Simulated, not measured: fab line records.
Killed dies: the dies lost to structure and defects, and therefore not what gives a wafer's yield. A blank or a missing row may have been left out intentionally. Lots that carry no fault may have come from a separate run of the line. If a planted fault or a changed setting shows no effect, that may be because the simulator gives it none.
Which tool is to blame? || flow gf180mcu || Sampling: 6 lots, 18 wafers, 2 of 602 route steps

WHAT EACH GAUGE READ, for each wafer
GF_VT_IMPLANT_OVL_MEAS_40.
{"lot": "L803", "measured": "day 7 18:57", "on": "overlay-02", "VT_IMPLANT_03_OVL (nm)": "1.3 0.0 -0.3"}
{"lot": "L805", "measured": "day 8 10:26", "on": "overlay-01", "VT_IMPLANT_03_OVL (nm)": "1.8 1.7 1.0"}
{"lot": "L807", "measured": "day 8 21:27", "on": "overlay-01", "VT_IMPLANT_03_OVL (nm)": "1.4 3.4 3.0"}
{"lot": "L810", "measured": "day 9 16:27", "on": "overlay-02", "VT_IMPLANT_03_OVL (nm)": "-0.1 -1.4 0.1"}
{"lot": "L813", "measured": "day 10 14:55", "on": "overlay-01", "VT_IMPLANT_03_OVL (nm)": "115.7 116.8 116.2"}
{"lot": "L818", "measured": "day 11 23:34", "on": "overlay-02", "VT_IMPLANT_03_OVL (nm)": "113.6 114.4 113.8"}

WHAT TOOL EACH LOT RAN ON (gives the tool, then ch and the chambers of the sampled wafers, and finally the start)
{"lot": "L803", "GF_VT_IMPLANT_EXPOSE_37": "iline-stepper-01 ch 0, day 7 11:19"}
{"lot": "L805", "GF_VT_IMPLANT_EXPOSE_37": "iline-stepper-02 ch 0, day 8 02:19"}
{"lot": "L807", "GF_VT_IMPLANT_EXPOSE_37": "iline-stepper-01 ch 0, day 8 13:17"}
{"lot": "L810", "GF_VT_IMPLANT_EXPOSE_37": "iline-stepper-01 ch 0, day 9 08:16"}
{"lot": "L813", "GF_VT_IMPLANT_EXPOSE_37": "iline-stepper-02 ch 0, day 10 07:05"}
{"lot": "L818", "GF_VT_IMPLANT_EXPOSE_37": "iline-stepper-02 ch 0, day 11 14:04"}
- GF_VT_IMPLANT_EXPOSE_37: exposes mask Nwell HV AREA, target cd 860 nm.

THE ANSWER, worked out from the rows above alone
Rule: the lots themselves supply what counts as usual. The widest of any qualifying gaps counts: lots, ordered by their means at a reading, are off when they make up no more than a third of the lots, leave a main group of 4 or more, and stand apart from it by 3 or more times the standard deviation of that group's means. Not used: any main group whose means are identical at the precision the tables above print for the reading. A lot without any number at a reading at which 4 lots or more have one is off too. All remaining lots with rows at the step are treated as sound.
Off: L813, L818, seen at GF_VT_IMPLANT_OVL_MEAS_40 (VT_IMPLANT_03_OVL). The main group: mean 1.0 nm, standard deviation 1.2.
If a tool, at a process step before that reading, ran all the lots that are off and no sound lot after the first of them, it fits. Gauges at GF_VT_IMPLANT_OVL_MEAS_40: tried the same way as those tools. One fits: GF_VT_IMPLANT_EXPOSE_37 on iline-stepper-02. Its last sound lot is L805 (day 8 02:19), its first lot that is off L813 (day 10 07:05): a fault that began between those two fits.

WHAT THE SIMULATOR HAD PUT IN
Scanner matching overlay: iline-stepper-02, from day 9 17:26 on, at GF_VT_IMPLANT_EXPOSE_37. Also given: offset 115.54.
Shown lots that were struck: L813, L818. The rule given above showed the same thing.
